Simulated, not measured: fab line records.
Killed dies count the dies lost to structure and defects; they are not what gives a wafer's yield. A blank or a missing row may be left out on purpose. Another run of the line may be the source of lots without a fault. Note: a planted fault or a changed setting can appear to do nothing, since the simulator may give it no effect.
What tool caused it? | flow gf180mcu | 72 wafers from 24 lots sampled at 5 of the route's 602 steps

## WHAT THE GAUGES SHOWED, per wafer
GF_LVPWELL_TW_MEAS_11.
lot  | measured    | on            | LVPWELL_TW
L074 | day 3 20:56 | film_metro-03 | 556 561 556
L075 | day 4 02:48 | film_metro-01 | 558 561 556
L076 | day 4 10:39 | film_metro-04 | 553 553 553
L077 | day 4 13:16 | film_metro-03 | 557 557 559
L078 | day 4 19:55 | film_metro-04 | 555 555 555
L079 | day 5 04:11 | film_metro-01 | 559 562 562
L080 | day 5 07:43 | film_metro-01 | 561 563 564
L081 | day 5 13:58 | film_metro-04 | 553 556 552
L082 | day 5 20:19 | film_metro-04 | 551 552 552
L083 | day 6 01:14 | film_metro-04 | 555 555 554
L084 | day 6 07:49 | film_metro-03 | 554 553 556
L085 | day 6 10:41 | film_metro-04 | 559 553 554
L086 | day 6 20:19 | film_metro-01 | 561 561 560
L087 | day 7 00:20 | film_metro-04 | 559 558 555
L088 | day 7 04:00 | film_metro-01 | 561 560 562
L089 | day 7 09:34 | film_metro-01 | 564 558 559
L090 | day 7 16:25 | film_metro-03 | 553 553 552
L091 | day 7 21:33 | film_metro-04 | 551 550 555
L092 | day 8 02:06 | film_metro-01 | 563 562 559
L093 | day 8 06:11 | film_metro-04 | 554 559 550
L094 | day 8 16:01 | film_metro-03 | 560 563 558
L095 | day 8 19:49 | film_metro-01 | 561 558 562
L096 | day 8 23:37 | film_metro-01 | 562 561 559
L097 | day 9 05:55 | film_metro-03 | 557 553 554

GF_M2_CD_MEAS_14: the cd target is 280 nm.
lot  | measured     | on        | cd_nm (nm)
L074 | day 19 03:16 | cd_sem-02 | 280.0 279.1 279.6
L075 | day 19 14:04 | cd_sem-01 | 276.8 278.6 278.5
L076 | day 20 04:51 | cd_sem-01 | 281.2 279.5 279.4
L077 | day 20 08:08 | cd_sem-02 | 279.1 279.4 278.3
L078 | day 21 00:32 | cd_sem-02 | 279.7 279.5 280.5
L079 | day 21 11:13 | cd_sem-02 | 281.7 281.0 279.9
L080 | day 21 21:22 | cd_sem-01 | 278.8 278.6 279.7
L081 | day 22 02:11 | cd_sem-01 | 280.0 280.7 280.1
L082 | day 22 07:32 | cd_sem-01 | 281.9 280.5 279.9
L083 | day 22 18:58 | cd_sem-02 | 281.6 280.1 280.7
L084 | day 23 01:29 | cd_sem-02 | 279.9 280.4 280.5
L085 | day 23 06:32 | cd_sem-02 | 279.7 280.3 280.7
L086 | day 23 22:53 | cd_sem-01 | 279.4 280.3 279.0
L087 | day 24 03:11 | cd_sem-02 | 281.8 281.6 281.5
L088 | day 24 09:37 | cd_sem-02 | 281.7 281.0 281.3
L089 | day 24 16:31 | cd_sem-01 | 281.0 281.4 280.0
L090 | day 25 01:23 | cd_sem-01 | 280.0 279.0 279.6
L091 | day 25 06:15 | cd_sem-01 | 280.5 279.9 280.2
L092 | day 25 14:21 | cd_sem-01 | 279.6 281.6 280.2
L093 | day 25 22:22 | cd_sem-02 | 278.6 279.6 278.5
L094 | day 26 08:36 | cd_sem-02 | 279.9 280.3 279.9
L095 | day 26 12:09 | cd_sem-02 | 280.4 281.0 280.0
L096 | day 26 15:17 | cd_sem-02 | 279.3 279.6 280.1
L097 | day 27 02:41 | cd_sem-01 | 280.9 279.7 279.0

GF_V2_BOW_MEAS_05.
lot  | measured     | on            | V2_BOW (um)
L074 | day 19 04:39 | film_metro-04 | 100 95 96
L075 | day 19 15:30 | film_metro-01 | 93 93 100
L076 | day 20 06:22 | film_metro-01 | 88 107 95
L077 | day 20 09:29 | film_metro-04 | 94 93 114
L078 | day 21 01:55 | film_metro-01 | 87 98 108
L079 | day 21 12:42 | film_metro-04 | 90 105 110
L080 | day 21 22:44 | film_metro-04 | 90 95 92
L081 | day 22 03:34 | film_metro-04 | 90 88 96
L082 | day 22 08:53 | film_metro-01 | 109 115 100
L083 | day 22 20:26 | film_metro-01 | 104 105 107
L084 | day 23 02:56 | film_metro-04 | 109 100 97
L085 | day 23 07:56 | film_metro-03 | 95 102 93
L086 | day 24 00:20 | film_metro-03 | 99 101 100
L087 | day 24 04:37 | film_metro-01 | 93 86 100
L088 | day 24 11:01 | film_metro-03 | 95 107 95
L089 | day 24 18:13 | film_metro-01 | 107 114 112
L090 | day 25 03:11 | film_metro-01 | 91 84 89
L091 | day 25 08:03 | film_metro-01 | 105 98 105
L092 | day 25 15:51 | film_metro-04 | 97 97 98
L093 | day 25 23:47 | film_metro-04 | 97 96 92
L094 | day 26 09:58 | film_metro-01 | 91 112 100
L095 | day 26 13:34 | film_metro-03 | 93 94 92
L096 | day 26 16:41 | film_metro-01 | 99 108 106
L097 | day 27 04:05 | film_metro-04 | 92 104 88

## WHICH TOOL RAN EACH LOT (tool, then ch and the chambers of the sampled wafers, then the start)
lot  | GF_CONTACT_CMP_04             | GF_V1_CMP_04
L074 | cmp-01 ch 0,2,3, day 15 02:19 | cmp-02 ch 0,1,2, day 17 03:07
L075 | cmp-02 ch 0,1,3, day 15 15:11 | cmp-02 ch 0,1,3, day 17 13:06
L076 | cmp-02 ch 0,2, day 16 00:19   | cmp-02 ch 0,2,3, day 18 02:23
L077 | cmp-02 ch 0,1,2, day 16 04:49 | cmp-02 ch 1,2,3, day 18 05:41
L078 | cmp-02 ch 1,2,3, day 16 22:10 | cmp-02 ch 0,1, day 18 21:41
L079 | cmp-02 ch 0,1,2, day 17 07:03 | cmp-01 ch 0,1,3, day 19 08:45
L080 | cmp-02 ch 0,1,3, day 17 17:04 | cmp-02 ch 2,3, day 19 19:06
L081 | cmp-02 ch 0,1,2, day 17 21:17 | cmp-02 ch 0,1,2, day 20 00:06
L082 | cmp-02 ch 1,2,3, day 18 02:05 | cmp-01 ch 1,2,3, day 20 05:39
L083 | cmp-02 ch 1,3, day 18 14:06   | cmp-01 ch 0,2, day 20 17:07
L084 | cmp-02 ch 0,2,3, day 18 21:26 | cmp-02 ch 0,1,2, day 21 00:20
L085 | cmp-01 ch 0,1, day 19 01:37   | cmp-01 ch 0,1,2, day 21 05:26
L086 | cmp-01 ch 1,3, day 19 19:37   | cmp-01 ch 0,3, day 21 22:28
L087 | cmp-01 ch 1,2, day 19 23:14   | cmp-02 ch 1,3, day 22 02:59
L088 | cmp-01 ch 1,2,3, day 20 07:52 | cmp-01 ch 0,3, day 22 10:03
L089 | cmp-01 ch 0,1, day 20 15:02   | cmp-01 ch 0,2, day 22 16:49
L090 | cmp-01 ch 0,2,3, day 20 23:55 | cmp-01 ch 1,2,3, day 23 02:21
L091 | cmp-02 ch 1,2,3, day 21 05:40 | cmp-02 ch 2,3, day 23 08:00
L092 | cmp-01 ch 0,2,3, day 21 15:50 | cmp-02 ch 0,1,3, day 23 16:55
L093 | cmp-02 ch 1,2,3, day 21 23:26 | cmp-02 ch 0,2,3, day 24 00:40
L094 | cmp-02 ch 0,1, day 22 10:45   | cmp-01 ch 0,1,2, day 24 11:30
L095 | cmp-01 ch 0,1,2, day 22 13:52 | cmp-01 ch 0,2,3, day 24 14:42
L096 | cmp-01 ch 0,2,3, day 22 17:09 | cmp-01 ch 0,2, day 24 18:17
L097 | cmp-02 ch 0,1,3, day 23 08:21 | cmp-01 ch 0,2, day 25 06:57
- GF_CONTACT_CMP_04: polishes SiO2.
- GF_V1_CMP_04: polishes SiO2.

## AS READ BY THE TOOLS THEMSELVES (means over the sampled wafers that have a number; for cases with no such wafer, the mark the record gives instead)
GF_CONTACT_CMP_04.
lot  | tool   | motor_current_A (A) | time_to_endpoint_s (s)
L074 | cmp-01 | 11.0                | 113
L075 | cmp-02 | 12.6                | 117
L076 | cmp-02 | 11.7                | 122
L077 | cmp-02 | 11.7                | 111
L078 | cmp-02 | 11.9                | 121
L079 | cmp-02 | 11.8                | 113
L080 | cmp-02 | 12.7                | 116
L081 | cmp-02 | 12.3                | 121
L082 | cmp-02 | 12.4                | 116
L083 | cmp-02 | 12.8                | 111
L084 | cmp-02 | 12.3                | 117
L085 | cmp-01 | 11.7                | 111
L086 | cmp-01 | 11.5                | 113
L087 | cmp-01 | 12.6                | 114
L088 | cmp-01 | 11.7                | 110
L089 | cmp-01 | 11.5                | 107
L090 | cmp-01 | 10.9                | 106
L091 | cmp-02 | 12.4                | 110
L092 | cmp-01 | 11.2                | 107
L093 | cmp-02 | 12.0                | 110
L094 | cmp-02 | 12.8                | 120
L095 | cmp-01 | 11.5                | 114
L096 | cmp-01 | 11.4                | 112
L097 | cmp-02 | 12.8                | 117

GF_V1_CMP_04.
lot  | tool   | motor_current_A (A) | time_to_endpoint_s (s)
L074 | cmp-02 | 12.1                | 86
L075 | cmp-02 | 12.3                | 82
L076 | cmp-02 | 12.1                | 83
L077 | cmp-02 | 12.7                | 86
L078 | cmp-02 | 12.7                | 85
L079 | cmp-01 | 11.3                | 80
L080 | cmp-02 | 11.7                | 89
L081 | cmp-02 | 12.0                | 88
L082 | cmp-01 | 11.7                | 79
L083 | cmp-01 | 11.5                | 80
L084 | cmp-02 | 12.1                | 89
L085 | cmp-01 | 12.1                | 83
L086 | cmp-01 | 10.7                | 74
L087 | cmp-02 | 13.0                | 84
L088 | cmp-01 | 10.9                | 79
L089 | cmp-01 | 11.5                | 86
L090 | cmp-01 | 11.5                | 81
L091 | cmp-02 | 12.1                | 88
L092 | cmp-02 | 12.8                | 78
L093 | cmp-02 | 11.9                | 82
L094 | cmp-01 | 11.5                | 84
L095 | cmp-01 | 11.4                | 77
L096 | cmp-01 | 11.6                | 73
L097 | cmp-01 | 11.6                | 79

## THE ANSWER, worked out from the rows above alone
Rule: the lots themselves supply what counts as usual. Put in order of their means at a reading, lots are off if they are a third of the lots or fewer, leave a main group of 4 or more, and stand apart from it by a gap of 3 or more times the standard deviation of the main group's means; of several such gaps the widest counts. If all means in a main group match to the digits the tables above print for the reading, that group is not used. Also off: a lot with no number at a reading for which 4 or more lots have one. Any other lot the step has rows for is counted as sound. First the gauges in route order, then the tools' own readings, where a lot's mean is used as printed above. At the first step where some lot is off, the reading lying furthest off is the one used; lots without a number count as furthest.
No lot is off on any of the readings shown, so nothing can be concluded from this.

## WHAT WAS PUT IN BY THE SIMULATOR
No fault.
